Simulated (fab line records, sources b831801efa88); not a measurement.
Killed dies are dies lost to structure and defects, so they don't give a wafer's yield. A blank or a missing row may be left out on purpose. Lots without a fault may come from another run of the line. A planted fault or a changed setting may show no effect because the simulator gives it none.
A struck lot beside a sound one | flow sky130 | 44 steps out of a route of 708
Sound: wafers L162.1, L162.3, L162.4. Struck: wafer L171.2. (L171.1, L171.3 of the same lot were not struck and are left out.) The cause comes at the end.
At each step with rows: each side's tool, then ch and its chambers, then its first start. Under that, the readings that differ: sound wafers | struck wafers | difference of the means | sigmas: that difference in standard deviations of wafers without a fault.
alike: readings whose means differ by less than 2 such deviations, and words and numbers that are the same on both sides. not compared: withheld readings, readings that some wafer has no value for, bounds like >300 that may hide the same value, and numbers for which the record gives no deviation and whose values overlap.
The two part at a step that has a row with sigmas, a row that says differs or no value, or rows on one side only. Numbers that don't overlap but have no deviation are shown without sigmas and don't part them. A reading that every wafer of one side lacks parts them only if that side has two wafers or more.

first, 4 steps without rows for these wafers: SKY_VIA3_SOFTBAKE_08 (time 90 s); SKY_VIA3_EXPOSE_09 (exposes mask VIM3, target cd 200 nm); SKY_VIA3_PEB_10; SKY_VIA3_DEVELOP_11 (develop time 60 s).
SKY_VIA3_CD_MEAS_12: target cd 200 nm.
  sound on cd_sem-01, day 41 19:25; struck on cd_sem-01, day 43 18:55
  alike: cd_nm
SKY_VIA3_OVL_MEAS_13:
  sound on overlay-01, day 41 19:32; struck on overlay-01, day 43 19:02
  alike: VIA3_OVL
SKY_VIA3_ETCH_14: etches BARC in N2/H2, stops on SiO2, time 45.9 s, target depth 60 nm.
  sound on rie_diel-04 ch 0,1,2, day 41 19:34; struck on rie_diel-04 ch 0, day 43 19:04
  alike: drypump_motor_current_A, oes_product_au, throttle_valve_pct
  not compared: rf_hours_counter_h
SKY_VIA3_ETCH_15: etches SiO2 in C4F8/O2/Ar, stops on TiN, target depth 507 nm, time 78 s.
  sound on rie_diel-04 ch 0,1,2, day 41 19:37; struck on rie_diel-04 ch 0, day 43 19:07
  alike: oes_product_au
  not compared: rf_hours_counter_h
SKY_VIA3_STRIP_16: strips in O2/N2.
  sound on plasma_asher-04 ch 0,1, day 41 19:40; struck on plasma_asher-03 ch 1, day 43 19:10
  alike: drypump_motor_current_A, oes_product_au, strip_time_to_endpoint_s
  not compared: rf_hours_counter_h
then, 3 steps without rows for these wafers: SKY_VIA3_STRIP_17 (strips in post etch residue remover, time 1200 s); SKY_VIA3_CLEAN_18 (cleans in IPA, time 180 s); SKY_VIA3_CLEAN_19 (cleans in O3/DIW).
SKY_VIA3_SPUTTER_20: material TiN, target thk 20 nm, time 80 s.
  sound on pvd_sputter-03, day 41 20:16; struck on pvd_sputter-03, day 43 19:46
  reading                                  | sound             | struck | difference | sigmas
  model.TiN_of_VIA3_SPUTTER_20.thk_nm (nm) | 19.76 19.61 19.76 | 37.17  | +17.46     |
  alike: throttle_valve_pct
then, 1 step without rows for these wafers: SKY_VIA3_CVD_21 (deposits W, target thk 390 nm, time 117.31 s).
SKY_VIA3_RS_MEAS_22: measures by four-point-probe.
  sound on film_metro-02, day 41 20:27; struck on film_metro-03, day 43 19:57
  alike: VIA3_W_RS
SKY_VIA3_THK_MEAS_23: measures by xrf.
  sound on film_metro-02, day 41 20:34; struck on film_metro-03, day 43 20:04
  alike: VIA3_W_THK
then, 4 steps without rows for these wafers: SKY_VIA3_CMP_24 (polishes, stops on SiO2, t overpolish 20 s, target thk 0 nm); SKY_METAL4_SPUTTER_00 (material Ti, target thk 15 nm, time 10 s); SKY_METAL4_SPUTTER_01 (material TiN, target thk 20 nm, time 16.7 s); SKY_METAL4_SPUTTER_02 (material AlCu, target thk 735 nm, time 39.1 s).
SKY_METAL4_SPUTTER_03: material Ti, target thk 5 nm, time 3.3 s.
  sound on pvd_sputter-04, day 41 21:01; struck on pvd_sputter-04, day 43 20:31
  alike: throttle_valve_pct
SKY_METAL4_SPUTTER_04: material TiN, target thk 70 nm, time 58.3 s.
  sound on pvd_sputter-04, day 41 21:02; struck on pvd_sputter-04, day 43 20:32
  alike: throttle_valve_pct
then, 1 step without rows for these wafers: SKY_CAP2M_CVD_00 (deposits SiO2, target thk 15.5 nm).
SKY_CAP2M_THK_MEAS_01:
  sound on film_metro-01, day 41 21:06; struck on film_metro-02, day 43 20:37
  alike: CAP2M_CVD_00_THK
then, 1 step without rows for these wafers: SKY_CAP2M_SPUTTER_02 (material TiN, target thk 200 nm, time 166.7 s).
SKY_CAP2M_RS_MEAS_03: measures by four-point-probe.
  sound on film_metro-02, day 41 21:16; struck on film_metro-01, day 43 20:47
  alike: CAP2M_TIN_RS
SKY_CAP2M_THK_MEAS_04: measures by xrf.
  sound on film_metro-02, day 41 21:23; struck on film_metro-01, day 43 20:54
  alike: CAP2M_TIN_THK
then, 7 steps without rows for these wafers: SKY_CAP2M_DEHYDRATE_05 (time 60 s); SKY_CAP2M_HMDS_06 (prime time 60 s); SKY_CAP2M_COAT_07 (resist thk 1140 nm); SKY_CAP2M_SOFTBAKE_08 (time 60 s); SKY_CAP2M_EXPOSE_09 (exposes mask CAP2M, target cd 1000 nm); SKY_CAP2M_PEB_10; SKY_CAP2M_DEVELOP_11 (develop time 60 s).
SKY_CAP2M_OVL_MEAS_12:
  sound on overlay-01, day 42 19:47; struck on overlay-02, day 44 18:25
  alike: CAP2M_OVL
then, 7 steps without rows for these wafers: SKY_CAP2M_METAL_ETCH_13 (etches TiN in Cl2/BCl3, stops on SiO2, target depth 220 nm, time 62.9 s); SKY_CAP2M_STRIP_14 (strips in O2/N2); SKY_CAP2M_STRIP_15 (strips in post etch residue remover, time 1200 s); SKY_CAP2M_CLEAN_16 (cleans in IPA, time 180 s); SKY_CAP2M_CLEAN_17 (cleans in O3/DIW); SKY_METAL4_DEHYDRATE_05 (time 60 s); SKY_METAL4_HMDS_06 (prime time 60 s).
SKY_METAL4_METAL_ETCH_18: etches the open film in Cl2/BCl3, stops on SiO2, target depth 845 nm, time 183.1 s.
  sound on rie_metal-04 ch 0,1, day 43 19:34; struck on rie_metal-01 ch 1, day 45 16:58
  reading                            | sound             | struck | difference | sigmas
  oes_product_au (a.u.)              | 0.861 0.866 0.864 | 0.880  | +0.016     | +3
  model.etch.depth_nm (nm)           | 857.9 858.8 859.7 | 875.8  | +17.0      |
  model.METAL4.feature_depth_nm (nm) | 857.9 858.8 859.7 | 875.8  | +17.0      |
  alike: drypump_motor_current_A, throttle_valve_pct
  not compared: rf_hours_counter_h
then, 1 step without rows for these wafers: SKY_PAD_OPEN_PROBE_99.

WHERE THEY PART
Only at SKY_METAL4_METAL_ETCH_18, within this record.

WHY: what the simulator had put in
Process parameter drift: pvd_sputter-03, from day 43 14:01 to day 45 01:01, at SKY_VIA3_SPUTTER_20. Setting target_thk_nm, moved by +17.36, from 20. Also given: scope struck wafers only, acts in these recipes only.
